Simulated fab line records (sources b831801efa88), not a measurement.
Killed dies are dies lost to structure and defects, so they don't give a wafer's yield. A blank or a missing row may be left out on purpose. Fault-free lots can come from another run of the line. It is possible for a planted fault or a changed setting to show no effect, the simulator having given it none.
fab line records    flow sky130
record lots=6  wafers=18  last-day=50
route steps=708 shown CAP2M@620 METAL4@621
lots that met no fault: taken from a fault-free run of the same line
start-h: hours from the record's opening day to when the first of the lot's shown wafers began    wait-h: hours from the lot's prior step to this one    " the same as in the row above    L1.1+2: a row that stands for several wafers    - value missing, or start not given    * or withheld: withheld    < > ~ a bound
route shown NAME@n: NAME is a module with steps in the file, n the number in the route of the first one    usual: mean/standard deviation taken from wafers without a fault    same: alike in all rows    chamber/n: place in a boat    sites: the reading at each site    _std_site: standard deviation of those values    _edge_site: outer sites' mean less inner sites'    radius-mm: how far each site lies from the wafer's centre    mask NAME#n: copy n    behind: tool/chamber where the wafer was last shaped    hold: reason for holding the lot/hours on hold/outcome of the hold    device: which transistor (n, p or np) failed to switch    end of line: tests of these same wafers at the route's end    a step without rows: its recipe alone    killed: count of dies lost to structure and defects at first sort (not the wafer's yield)    map: a wafer's dies, x killed, . not, _ none there
set.NAME: the setting as run; set.NAME@STEP: as run at that earlier step    model.NAME: the simulator's own value behind a step, which no gauge read
lots at some steps of the route; a table a step, a row a wafer
services: the hour from which a tool's chamber was out of use, counted from the record's first day as start-h (under 0 if before that day), plus the number of hours and why
## steps
# step SKY_CAP2M_CLEAN_17
# recipe chemistry=O3/DIW  dry=n2-spin
# step SKY_METAL4_DEHYDRATE_05
# recipe temp-c=200  time-s=60
# step SKY_METAL4_HMDS_06
# recipe prime-time-s=60  prime-temp-c=120
# step SKY_METAL4_COAT_07
# recipe resist=BARC  temp-c=withheld  time-s=withheld  spin-rpm=3000  resist-thk-nm=60
# step SKY_METAL4_COAT_08
# recipe resist=KrF-thick  spin-rpm=3000  resist-thk-nm=1140
# step SKY_METAL4_SOFTBAKE_09
# recipe temp-c=100  time-s=90  resist=KrF-thick
# step SKY_METAL4_EXPOSE_10
# recipe mask-id=MM4  na=0.68  source-shape=annular  sigma-inner=0.4  sigma-outer=0.8  target-cd-nm=300  dose-mj=28
# step SKY_METAL4_PEB_11
# recipe peb-temp-c=withheld  peb-time-s=withheld  resist=KrF-thick
# step SKY_METAL4_DEVELOP_12
# recipe develop-time-s=60  resist=KrF-thick  dev-temp-c=21
# step SKY_METAL4_CD_MEAS_13
# recipe target-cd-nm=300
# usual cd-nm=299.6/1.4
lot.wafer  tool       chamber  start-h  wait-h  cd-nm
L896.1     cd-sem-02  -        1022.67  -       300.2
L896.4     "          -        "        "       301.3
L896.5     "          -        "        "       301.6
L899.2     cd-sem-02  -        1030.46  -       300.6
L899.5     "          -        "        "       300.7
L899.6     "          -        "        "       302.6
L907.3     cd-sem-02  -        1082.00  -       300.7
L907.4     "          -        "        "       299.8
L907.6     "          -        "        "       299.1
L908.2     cd-sem-01  -        1088.25  -       297.3
L908.4     "          -        "        "       298.4
L908.5     "          -        "        "       299.1
L909.1     cd-sem-02  -        1094.98  -       299.0
L909.4     "          -        "        "       300.2
L909.5     "          -        "        "       300.1
L915.2     cd-sem-01  -        1122.30  -       299.4
L915.3     "          -        "        "       302.4
L915.5     "          -        "        "       300.1
# step SKY_METAL4_OVL_MEAS_14
# usual METAL4_OVL=-2/6.6
lot.wafer  tool        chamber  start-h  wait-h  METAL4_OVL[nm]
L896.1     overlay-02  -        1022.79  0.1     -9
L896.4     "           -        "        "       -16
L896.5     "           -        "        "       -5
L899.2     overlay-01  -        1030.56  0.1     -7
L899.5     "           -        "        "       -5
L899.6     "           -        "        "       0
L907.3     overlay-02  -        1082.09  0.1     2
L907.4     "           -        "        "       1
L907.6     "           -        "        "       2
L908.2     overlay-01  -        1088.36  0.1     -9
L908.4     "           -        "        "       -11
L908.5     "           -        "        "       -13
L909.1     overlay-01  -        1095.10  0.1     3
L909.4     "           -        "        "       13
L909.5     "           -        "        "       7
L915.2     overlay-01  -        1122.41  0.1     -2
L915.3     "           -        "        "       3
L915.5     "           -        "        "       -5
# step SKY_METAL4_DESCUM_15
# recipe chemistry=O2  source-power-w=150  bias-power-w=0  pressure-mtorr=10  temp-c=40  time-s=8
# usual drypump-motor-current-A=5.6/0.47  he-backside-leak-sccm=3.33/0.2  oes-product-au=0.998/0.0089  temp-c=40.01/0.086
lot.wafer  tool          chamber  start-h  wait-h  drypump-motor-current-A  he-backside-leak-sccm  oes-product-au  rf-hours-counter-h  temp-c
L896.1     rie-metal-01  1        1022.82  0.0     5.2                      3.43                   1.000           18                  40.04
L896.4     "             1        "        "       5.2                      3.62                   1.000           -                   39.97
L896.5     "             1        "        "       5.2                      3.27                   0.997           -                   40.03
L899.2     rie-metal-03  1        1030.59  0.0     5.0                      3.56                   0.995           19                  39.83
L899.5     "             1        "        "       5.0                      3.67                   0.987           -                   40.00
L899.6     "             0        "        "       6.0                      3.39                   0.985           -                   40.07
L907.3     rie-metal-01  0        1082.12  0.0     5.7                      3.43                   1.004           -                   39.88
L907.4     "             1        "        "       5.2                      3.59                   1.003           -                   39.89
L907.6     "             0        "        "       5.7                      3.55                   0.992           -                   40.08
L908.2     rie-metal-01  0        1088.39  0.0     5.7                      3.37                   1.005           10                  39.93
L908.4     "             1        "        "       5.2                      3.51                   1.007           -                   39.97
L908.5     "             1        "        "       5.2                      3.45                   1.007           -                   39.91
L909.1     rie-metal-02  0        1095.14  0.0     5.2                      3.06                   0.997           19                  39.97
L909.4     "             0        "        "       5.2                      3.13                   0.996           -                   40.01
L909.5     "             0        "        "       5.2                      3.23                   0.990           -                   39.99
L915.2     rie-metal-03  0        1122.44  0.0     6.0                      3.22                   0.991           16                  39.97
L915.3     "             0        "        "       6.0                      3.19                   1.001           -                   39.94
L915.5     "             0        "        "       6.0                      3.33                   0.996           -                   40.03
# step SKY_METAL4_ETCH_16
# recipe chemistry=N2/H2  target=BARC  ion-energy-ev=200  bias-w=100  pressure-mtorr=30  n2-flow-sccm=100  h2-flow-sccm=200  icp-w=500  stop-on=SiO2  time-s=88.2  target-depth-a=600
# usual bias-w=100.0/0.34  chamber-pressure-mTorr=30.003/0.028  drypump-motor-current-A=5.6/0.47  he-backside-leak-sccm=3.32/0.19  n2-flow-sccm=100.0/0.34  oes-product-au=0.625/0.0048  throttle-valve-pct=13.206/0.0097
lot.wafer  tool          chamber  start-h  wait-h  bias-w  chamber-pressure-mTorr  drypump-motor-current-A  he-backside-leak-sccm  n2-flow-sccm  oes-product-au  rf-hours-counter-h  throttle-valve-pct  model.KrF-thick_of_METAL4_COAT_08.thk-nm
L896.1     rie-metal-01  1        1022.85  0.0     99.9    29.965                  5.2                      3.60                   100.1         0.629           18                  13.206              1075
L896.4     "             1        "        "       100.3   30.041                  5.2                      3.39                   100.2         0.633           -                   13.208              1075
L896.5     "             1        "        "       99.9    29.982                  5.2                      3.52                   100.1         0.626           -                   13.209              1076
L899.2     rie-metal-03  1        1030.62  0.0     100.3   29.987                  5.0                      3.32                   100.2         0.627           19                  13.198              1070
L899.5     "             1        "        "       100.4   30.029                  5.0                      3.41                   100.4         0.625           -                   13.214              1071
L899.6     "             0        "        "       100.1   30.008                  6.0                      3.30                   100.0         0.628           -                   13.194              1071
L907.3     rie-metal-01  0        1082.18  0.0     -       -                       -                        -                      -             -               -                   -                   1124
L907.4     "             1        "        "       -       -                       -                        -                      -             -               -                   -                   1124
L907.6     "             0        "        "       -       -                       -                        -                      -             -               -                   -                   1121
L908.2     rie-metal-01  0        1088.42  0.0     -       -                       -                        -                      -             -               -                   -                   1120
L908.4     "             1        "        "       -       -                       -                        -                      -             -               -                   -                   1118
L908.5     "             1        "        "       -       -                       -                        -                      -             -               -                   -                   1118
L909.1     rie-metal-02  0        1095.20  0.1     100.0   30.019                  5.2                      3.28                   100.4         0.628           19                  13.234              1073
L909.4     "             0        "        "       99.5    30.000                  5.2                      3.25                   99.6          0.622           -                   13.211              1077
L909.5     "             0        "        "       99.7    30.022                  5.2                      3.35                   100.1         0.632           -                   13.201              1078
L915.2     rie-metal-03  0        1122.47  0.0     100.2   30.008                  6.0                      3.60                   99.9          0.632           16                  13.188              1071
L915.3     "             0        "        "       100.8   30.049                  6.0                      3.20                   99.5          0.620           -                   13.206              1073
L915.5     "             0        "        "       100.3   29.981                  6.0                      3.43                   99.6          0.632           -                   13.222              1072
# step SKY_METAL4_ETCH_17
# recipe target=SiO2  stop-on=TiN  chemistry=C4F8/O2/Ar  source-w=1500  bias-w=1200  pressure-mtorr=40  c4f8-flow-sccm=withheld  O2_flow_sccm=6  Ar_flow_sccm=300  time-s=3.9  target-depth-a=150
# usual bias-w=1200/3.8  chamber-pressure-mTorr=40.00/0.039  oes-product-au=0.754/0.0083
lot.wafer  tool         chamber  start-h  wait-h  bias-w  chamber-pressure-mTorr  oes-product-au
L896.1     rie-diel-04  1        1022.95  0.1     1199    39.99                   0.755
L896.4     "            0        "        "       1197    40.02                   0.755
L896.5     "            0        "        "       1198    40.03                   0.766
L899.2     rie-diel-04  1        1030.72  0.1     1199    39.97                   0.753
L899.5     "            2        "        "       1199    39.98                   0.758
L899.6     "            1        "        "       1203    40.03                   0.767
L907.3     rie-diel-03  0        1082.24  0.0     1201    40.02                   0.375
L907.4     "            2        "        "       1201    40.06                   0.377
L907.6     "            1        "        "       1197    40.03                   0.372
L908.2     rie-diel-01  2        1088.52  0.1     1200    40.03                   0.373
L908.4     "            3        "        "       1202    39.92                   0.375
L908.5     "            0        "        "       1203    39.98                   0.372
L909.1     rie-diel-04  2        1095.40  0.2     1201    39.93                   0.758
L909.4     "            3        "        "       1199    40.00                   0.756
L909.5     "            1        "        "       1200    40.04                   0.769
L915.2     rie-diel-04  3        1122.57  0.1     1197    40.01                   0.754
L915.3     "            1        "        "       1206    40.00                   0.748
L915.5     "            2        "        "       1197    40.00                   0.765
# step SKY_METAL4_METAL_ETCH_18
# recipe target-depth-a=8450  stop-on=SiO2  over-etch-frac=0.3  time-s=183.1  chemistry=Cl2/BCl3  resist-sidewall-deg=88  pressure-mtorr=10  icp-w=900  bias-w=48.5  Cl2_flow_sccm=60  bcl3-flow-sccm=30
# usual bcl3-flow-sccm=30.00/0.089  bias-w=48.50/0.16  drypump-motor-current-A=5.6/0.45  he-backside-leak-sccm=3.36/0.24  oes-product-au=0.865/0.0085  throttle-valve-pct=22.265/0.0089
lot.wafer  tool          chamber  start-h  wait-h  bcl3-flow-sccm  bias-w  drypump-motor-current-A  he-backside-leak-sccm  oes-product-au  rf-hours-counter-h  throttle-valve-pct  model.KrF-thick_of_METAL4_COAT_08.thk-nm
L896.1     rie-metal-02  0        1022.97  0.0     30.01           48.45   5.2                      2.81                   0.860           12                  22.285              530.7
L896.4     "             1        "        "       29.91           48.45   6.3                      3.21                   0.873           -                   22.277              521.5
L896.5     "             0        "        "       30.09           48.57   5.2                      3.07                   0.854           -                   22.252              530.8
L899.2     rie-metal-02  0        1030.74  0.0     30.04           48.53   5.2                      3.00                   0.864           13                  22.277              528
L899.5     "             0        "        "       30.13           48.49   5.2                      3.00                   0.850           -                   22.263              527.4
L899.6     "             1        "        "       30.03           48.51   6.3                      3.04                   0.868           -                   22.259              517.4
L907.3     rie-metal-03  0        1082.38  0.1     29.91           48.48   6.0                      3.15                   0.372           -                   22.274              571.8
L907.4     "             0        "        "       30.03           48.40   6.0                      3.21                   0.374           -                   22.262              573.8
L907.6     "             0        "        "       29.87           48.81   6.0                      3.38                   0.368           -                   22.276              574.1
L908.2     rie-metal-03  0        1088.59  0.1     29.93           48.45   6.0                      3.27                   0.370           -                   22.274              565.1
L908.4     "             0        "        "       30.04           48.19   6.0                      3.21                   0.378           -                   22.265              563
L908.5     "             0        "        "       29.89           48.47   6.0                      3.50                   0.382           -                   22.270              567.7
L909.1     rie-metal-01  0        1095.42  0.0     30.01           48.36   5.7                      3.41                   0.861           10                  22.258              527.6
L909.4     "             1        "        "       29.91           48.77   5.2                      3.66                   0.874           -                   22.271              524.6
L909.5     "             1        "        "       30.10           48.43   5.2                      3.68                   0.873           -                   22.265              528.8
L915.2     rie-metal-02  1        1122.64  0.1     30.03           48.61   6.3                      3.15                   0.855           -                   22.267              524.8
L915.3     "             1        "        "       30.05           48.46   6.3                      3.09                   0.854           -                   22.273              531.4
L915.5     "             1        "        "       30.06           48.60   6.3                      3.00                   0.858           -                   22.268              523.5
# step SKY_METAL4_STRIP_19
# recipe chemistry=O2/N2  power-w=1400  pressure-mtorr=1500  platen-temp-c=withheld  o2-flow-sccm=3000  n2-flow-sccm=300  overash-fraction=0.5
# usual drypump-motor-current-A=5.6/0.48  n2-flow-sccm=300.1/0.92  oes-product-au=0.502/0.0061  strip-time-to-endpoint-s=6.53/0.076
lot.wafer  tool             chamber  start-h  wait-h  drypump-motor-current-A  n2-flow-sccm  oes-product-au  rf-hours-counter-h  strip-time-to-endpoint-s
L896.1     plasma-asher-04  0        1023.15  0.1     5.2                      299.5         0.497           114                 6.55
L896.4     "                1        "        "       5.2                      302.1         0.496           -                   6.48
L896.5     "                0        "        "       5.3                      299.7         0.508           -                   6.57
L899.2     plasma-asher-02  1        1030.92  0.1     5.4                      299.8         0.500           29                  6.53
L899.5     "                1        "        "       5.4                      299.9         0.500           -                   6.54
L899.6     "                0        "        "       5.7                      299.0         0.491           -                   6.45
L907.3     plasma-asher-02  0        1082.65  0.2     5.7                      300.9         0.525           -                   6.99
L907.4     "                1        "        "       5.4                      300.0         0.516           -                   7.01
L907.6     "                0        "        "       5.7                      300.6         0.525           -                   6.99
L908.2     plasma-asher-02  1        1088.89  0.2     5.4                      299.9         0.509           36                  6.91
L908.4     "                0        "        "       5.7                      300.2         0.515           -                   6.89
L908.5     "                0        "        "       5.7                      300.5         0.521           -                   6.95
L909.1     plasma-asher-04  1        1095.59  0.1     5.2                      300.2         0.503           3                   6.56
L909.4     "                1        "        "       5.2                      299.5         0.495           -                   6.51
L909.5     "                0        "        "       5.2                      300.6         0.499           -                   6.55
L915.2     plasma-asher-03  1        1122.94  0.2     6.7                      299.6         0.506           99                  6.50
L915.3     "                1        "        "       6.7                      299.4         0.505           -                   6.58
L915.5     "                1        "        "       6.7                      298.9         0.505           -                   6.50
# step SKY_METAL4_STRIP_20
# recipe chemistry=post-etch-residue-remover  time-s=1200  temp-c=72.5
## services
tool             chamber  start-h  hours  kind
plasma-asher-03  -        1012.27  28.1   pm
rie-diel-04      0        1031.71  -      clean
rie-diel-04      0        1031.71  21.2   scheduled-down
rie-diel-04      0        1031.71  21.2   vent-cycle
rie-diel-03      -        1048.06  0.2    repair
rie-diel-03      2        1049.44  4.6    repair
plasma-asher-04  -        1055.25  9.0    pm
plasma-asher-04  0        1055.25  9.0    vent-cycle
plasma-asher-04  1        1055.25  9.0    vent-cycle
plasma-asher-04  0        1064.25  -      clean
plasma-asher-04  1        1064.25  -      clean
rie-metal-03     1        1069.04  39.7   repair
rie-metal-03     0        1072.15  2.1    repair
rie-diel-01      1        1073.39  -      clean
rie-diel-01      1        1073.39  15.2   scheduled-down
rie-metal-02     1        1073.78  -      clean
rie-metal-02     1        1073.78  27.5   scheduled-down
rie-metal-02     1        1073.78  27.5   vent-cycle
rie-diel-04      -        1090.76  1.4    repair
rie-diel-04      0        1093.95  2.5    repair
rie-metal-01     0        1114.40  20.9   repair
rie-diel-03      -        1119.08  2.8    pm
plasma-asher-04  -        1120.81  5.1    repair
rie-metal-02     0        1121.12  4.7    repair
## key
first-sign step=SKY_METAL4_ETCH_16  reading=tool-record  direction=missing
effect step=SKY_METAL4_ETCH_17  reading=oes-product-au  direction=down  sigmas=46  usual=0.754  struck=0.374
effect step=SKY_METAL4_METAL_ETCH_18  reading=oes-product-au  direction=down  sigmas=58  usual=0.865  struck=0.374
effect step=SKY_METAL4_STRIP_19  reading=strip-time-to-endpoint-s  direction=up  sigmas=5.6  usual=*  struck=*
model-effect step=SKY_METAL4_ETCH_16  value=KrF-thick_of_METAL4_COAT_08.thk-nm  without=1071  struck=1121
model-effect step=SKY_METAL4_METAL_ETCH_18  value=KrF-thick_of_METAL4_COAT_08.thk-nm  without=518.9  struck=569.2
met-at SKY_METAL4_ETCH_16
struck-wafers L907.3,L907.4,L907.6,L908.2,L908.4,L908.5
later-rows-left-out L907.3,L907.4,L907.6,L908.2,L908.4,L908.5
sort-left-out L907.3,L907.4,L907.6,L908.2,L908.4,L908.5
onset-between 1022.85 1082.18
fault kind=skipped-step-whole  tool=rie-metal-01  chamber=-  onset-h=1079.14  steps=SKY_METAL4_ETCH_16  scope=struck-lots-only
# sort-left-out: the simulated sort isn't trusted on such a fault, so these wafers' sort isn't shown, and their yield isn't known
# later-rows-left-out: the simulator's readings of these wafers behind a module that went badly wrong aren't trusted and aren't shown, but for the sort
